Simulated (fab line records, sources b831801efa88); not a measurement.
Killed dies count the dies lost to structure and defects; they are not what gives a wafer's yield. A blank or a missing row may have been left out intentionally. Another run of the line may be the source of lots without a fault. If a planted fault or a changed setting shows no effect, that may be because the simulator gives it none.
A struck lot beside a sound one | flow sky130 | 16 out of 708 route steps
Sound: wafers L270.1, L270.2, L270.5. Struck: wafers L276.3, L276.6. (L276.2 of the same lot was not struck and is left out.) The cause comes at the end.
Each step with rows lists, per side, the tool, then ch with its chambers, then its first start. Under that, the readings that differ: sound wafers | struck wafers | difference of the means | sigmas: that difference in standard deviations of wafers without a fault.
alike: readings with means less than 2 such deviations apart, plus words and numbers identical on both sides. not compared: withheld readings, readings lacking a value on some wafer, bounds such as >300 that could conceal the same value, and numbers that have no deviation in the record and whose values overlap.
The two part at a step that has a row with sigmas, a row that says differs or no value, or rows on one side only. Numbers that have no deviation but don't overlap get no sigmas and don't part them. Lack of a reading on every wafer of one side parts them only where that side has two or more wafers.

SKY_VIA3_CMP_02: polishes SiO2.
  sound on cmp-02 ch 0,1, day 41 18:42; struck on cmp-01 ch 0,1, day 42 18:57
  alike: motorCurrentA
SKY_VIA3_BOW_MEAS_03:
  sound on filmMetro-02 at day 41 19:00; struck on filmMetro-04 at day 42 19:10
  alike: VIA3_BOW
then, 8 steps without rows for these wafers: SKY_VIA3_DEHYDRATE_04 (time 60 s); SKY_VIA3_HMDS_05 (prime time 60 s); SKY_VIA3_COAT_06 (resist thk 60 nm); SKY_VIA3_COAT_07 (resist thk 450 nm); SKY_VIA3_SOFTBAKE_08 (time 90 s); SKY_VIA3_EXPOSE_09 (exposes mask VIM3, target cd 200 nm); SKY_VIA3_PEB_10; SKY_VIA3_DEVELOP_11 (develop time 60 s).
SKY_VIA3_CD_MEAS_12: the cd target is 200 nm.
  sound on cdSem-02 at day 42 18:10; struck on cdSem-02 at day 43 18:05
  alike: cdNm
SKY_VIA3_OVL_MEAS_13:
  sound on overlay-02 at day 42 18:17; struck on overlay-02 at day 43 18:11
  alike: VIA3_OVL
SKY_VIA3_ETCH_14: etches BARC in N2/H2, stops on SiO2, time 45.9 s, target depth 60 nm.
  sound on rieDiel-04 ch 0,1, day 42 18:19; struck on rieDiel-03 ch 1,2, day 43 18:13
reading                                    | sound             | struck      | difference | sigmas
oesProductAu (a.u.)                        | 0.847 0.852 0.861 | 0.800 0.813 | -0.047     | -9
model.KrF-thick_of_VIA3_COAT_07.thkNm (nm) | 394.3 394.4 394.2 | 406.7 406.4 | +12.2      | 
model.etch.depthNm (nm)                    | 60.08 60.15 60.11 | 53.64 53.72 | -6.43      | 
model.VIA3.cdNm (nm)                       | 202.1 202.1 201.7 | 196.9 198.4 | -4.3       | 
  alike: chamberPressureMTorr, drypumpMotorCurrentA, throttleValvePct
  not compared: rfHoursCounterH
SKY_VIA3_ETCH_15: etches SiO2 in C4F8/O2/Ar, stops on TiN, target depth 507 nm, time 78 s.
  sound on rieDiel-04 ch 0,1, day 42 18:22; struck on rieDiel-03 ch 1,2, day 43 18:16
reading                                    | sound             | struck      | difference | sigmas
oesProductAu (a.u.)                        | 0.943 0.944 0.947 | 0.385 0.369 | -0.568     | -99 or more
model.KrF-thick_of_VIA3_COAT_07.thkNm (nm) | 290.2 290.1 290   | 303.4 302   | +12.6      | 
  alike: chamberPressureMTorr
  not compared: rfHoursCounterH
SKY_VIA3_STRIP_16: strips in O2/N2.
  sound on plasmaAsher-02 ch 0,1, day 42 18:25; struck on plasmaAsher-02 ch 0,1, day 43 18:19
reading                  | sound             | struck      | difference | sigmas
stripTimeToEndpointS (s) | 4.127 4.129 4.108 | 4.253 4.254 | +0.132     | +5
  alike: chamberPressureMTorr, drypumpMotorCurrentA, o2FlowSccm, oesProductAu
  not compared: rfHoursCounterH
then, 1 step without rows for these wafers: SKY_VIA3_STRIP_17 (strips in post etch residue remover, time 1200 s).

## WHERE THEY PART
Earliest at SKY_VIA3_ETCH_14; latest, in this record, at SKY_VIA3_STRIP_16.

WHY: what the simulator had put in
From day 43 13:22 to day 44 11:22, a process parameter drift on rieDiel-03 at SKY_VIA3_ETCH_14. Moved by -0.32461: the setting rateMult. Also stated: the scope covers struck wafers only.
